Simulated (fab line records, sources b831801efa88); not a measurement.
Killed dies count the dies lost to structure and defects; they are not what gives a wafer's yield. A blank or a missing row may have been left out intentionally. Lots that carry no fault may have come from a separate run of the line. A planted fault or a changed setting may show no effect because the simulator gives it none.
Comparing a struck lot with a sound one | flow sky130 | 43 steps out of a route of 708
Sound: these wafers, L765.1, L765.2, L765.6. Wafers struck: L778.1, L778.3, L778.5. Last of all comes the cause.
Each step with rows lists, per side, the tool, then ch with its chambers, then its first start. Under that, the readings that differ: sound wafers | struck wafers | difference of the means | sigmas: that difference in standard deviations of wafers without a fault.
alike: readings with means less than 2 such deviations apart, plus words and numbers identical on both sides. not compared: withheld readings, readings lacking a value on some wafer, bounds such as >300 that could conceal the same value, and numbers that have no deviation in the record and whose values overlap.
Wherever a step has rows on one side only, a row that says differs or no value, or a row with sigmas, the two part there. Non-overlapping numbers with no deviation appear without sigmas and do not part them. Lack of a reading on every wafer of one side parts them only where that side has two or more wafers.

first, 1 step without rows for these wafers: SKY_LDD_P_IMPLANT_09.
SKY_LDD_P_STRIP_10: strips in O2/N2.
  sound on plasma_asher-01 ch 0,1, day 21 02:20; struck on plasma_asher-02 ch 1, day 26 01:53
  alike: chamber_pressure_mTorr, drypump_motor_current_A, oes_product_au, strip_time_to_endpoint_s
  not compared: rf_hours_counter_h
SKY_LDD_P_TW_MEAS_11:
  struck on film_metro-04, day 26 01:59; sound on film_metro-03, day 21 02:26
  alike: LDD_P_TW
then, 7 steps without rows for these wafers: SKY_LDD_HVN_DEHYDRATE_00 (time 60 s); SKY_LDD_HVN_HMDS_01 (prime time 60 s); SKY_LDD_HVN_COAT_02 (resist thk 300 nm); SKY_LDD_HVN_SOFTBAKE_03 (time 60 s); SKY_LDD_HVN_EXPOSE_04 (exposes mask HVNTM, target cd 700 nm); SKY_LDD_HVN_PEB_05; SKY_LDD_HVN_DEVELOP_06 (develop time 60 s).
SKY_LDD_HVN_OVL_MEAS_07:
  struck on overlay-01, day 27 06:36; sound on overlay-02, day 22 08:45
  alike: LDD_HVN_OVL
next, for these wafers, 1 step has no rows: SKY_LDD_HVN_IMPLANT_08.
SKY_LDD_HVN_STRIP_09: strips in O2/N2.
  sound on plasma_asher-04 ch 0,1, day 22 08:56; struck on plasma_asher-01 ch 0,1, day 27 06:47
  alike: chamber_pressure_mTorr, drypump_motor_current_A, oes_product_au, strip_time_to_endpoint_s
  not compared: rf_hours_counter_h
SKY_LDD_HVN_TW_MEAS_10:
  struck on film_metro-03, day 27 06:53; sound on film_metro-04, day 22 09:02
  reading    | sound          | struck         | difference | sigmas
  LDD_HVN_TW | 1433 1428 1429 | 1450 1459 1461 | +27        | +3
then, 7 steps without rows for these wafers: SKY_LDD_HVP_DEHYDRATE_00 (time 60 s); SKY_LDD_HVP_HMDS_01 (prime time 60 s); SKY_LDD_HVP_COAT_02 (resist thk 300 nm); SKY_LDD_HVP_SOFTBAKE_03 (time 60 s); SKY_LDD_HVP_EXPOSE_04 (exposes mask HVPTM, target cd 700 nm); SKY_LDD_HVP_PEB_05; SKY_LDD_HVP_DEVELOP_06 (develop time 60 s).
SKY_LDD_HVP_OVL_MEAS_07:
  struck on overlay-02, day 28 10:51; sound on overlay-01, day 23 15:11
  alike: LDD_HVP_OVL
next, for these wafers, 1 step has no rows: SKY_LDD_HVP_IMPLANT_08.
SKY_LDD_HVP_STRIP_09: strips in O2/N2.
  sound on plasma_asher-04 ch 0,1, day 23 15:22; struck on plasma_asher-03 ch 0, day 28 11:02
  reading               | sound             | struck            | difference | sigmas
  oes_product_au (a.u.) | 0.412 0.416 0.414 | 0.399 0.403 0.409 | -0.010     | -2
  alike: chamber_pressure_mTorr, drypump_motor_current_A, strip_time_to_endpoint_s
  not compared: rf_hours_counter_h
SKY_LDD_HVP_TW_MEAS_10:
  struck on film_metro-03, day 28 11:08; sound on film_metro-01, day 23 15:28
  alike: LDD_HVP_TW
then, 7 steps without rows for these wafers: SKY_LDD_LDN_DEHYDRATE_00 (time 60 s); SKY_LDD_LDN_HMDS_01 (prime time 60 s); SKY_LDD_LDN_COAT_02 (resist thk 1140 nm); SKY_LDD_LDN_SOFTBAKE_03 (time 60 s); SKY_LDD_LDN_EXPOSE_04 (exposes mask LDNTM, target cd 700 nm); SKY_LDD_LDN_PEB_05; SKY_LDD_LDN_DEVELOP_06 (develop time 60 s).
SKY_LDD_LDN_OVL_MEAS_07:
  struck on overlay-02, day 29 14:56; sound on overlay-02, day 24 20:50
  alike: LDD_LDN_OVL
then, 4 steps without rows for these wafers: SKY_LDD_LDN_IMPLANT_08; SKY_LDD_LDN_IMPLANT_09; SKY_LDD_LDN_IMPLANT_10; SKY_LDD_LDN_IMPLANT_11.
SKY_LDD_LDN_STRIP_12: strips in O2/N2.
  sound on plasma_asher-04 ch 0,1, day 24 21:28; struck on plasma_asher-01 ch 0,1, day 29 15:34
  alike: chamber_pressure_mTorr, drypump_motor_current_A, oes_product_au, strip_time_to_endpoint_s
  not compared: rf_hours_counter_h
SKY_LDD_LDN_TW_MEAS_13:
  struck on film_metro-02, day 29 15:40; sound on film_metro-04, day 24 21:34
  alike: LDD_LDN_TW
then, 2 steps without rows for these wafers: SKY_LDD_LDN_CLEAN_14 (cleans in SC1/SC2, time 150 s); SKY_SPACER_CVD_00 (deposits Si3N4 from DCS/NH3, target thk 43.1 nm, time 740 s).
SKY_SPACER_THK_MEAS_01:
  struck on film_metro-03, day 29 17:44; sound on film_metro-03, day 24 22:53
  alike: SPACER_CVD_00_THK
-- the record jumps here: 20 days lie between the struck wafers' starts before and after (it left off in module SPACER and takes up again in module PAD_OPEN, whose first step shown is number 708 of the route) --
SKY_PAD_OPEN_PROBE_99:
  struck on prober-01, day 50 05:18; sound on prober-02, day 47 02:16
  reading             | sound     | struck                                                                     | difference                   | sigmas
  hold                | - - -     | await_dispo/2.5h/release await_dispo/2.5h/release await_dispo/2.5h/release | no value on the sound wafers |
  killed_at_front_end | 30 14 17  | 65 80 80                                                                   | +55                          | +11
  killed_dies         | 91 93 100 | 138 134 142                                                                | +43                          | +5
  alike: killed_at_M0_to_M3, killed_at_M4_up, killed_at_contacts, killed_at_other, killed_open, killed_short

WHERE THEY PART
At SKY_LDD_HVN_TW_MEAS_10 first; at SKY_PAD_OPEN_PROBE_99 last (within this record only).

WHY: whatever the simulator had introduced
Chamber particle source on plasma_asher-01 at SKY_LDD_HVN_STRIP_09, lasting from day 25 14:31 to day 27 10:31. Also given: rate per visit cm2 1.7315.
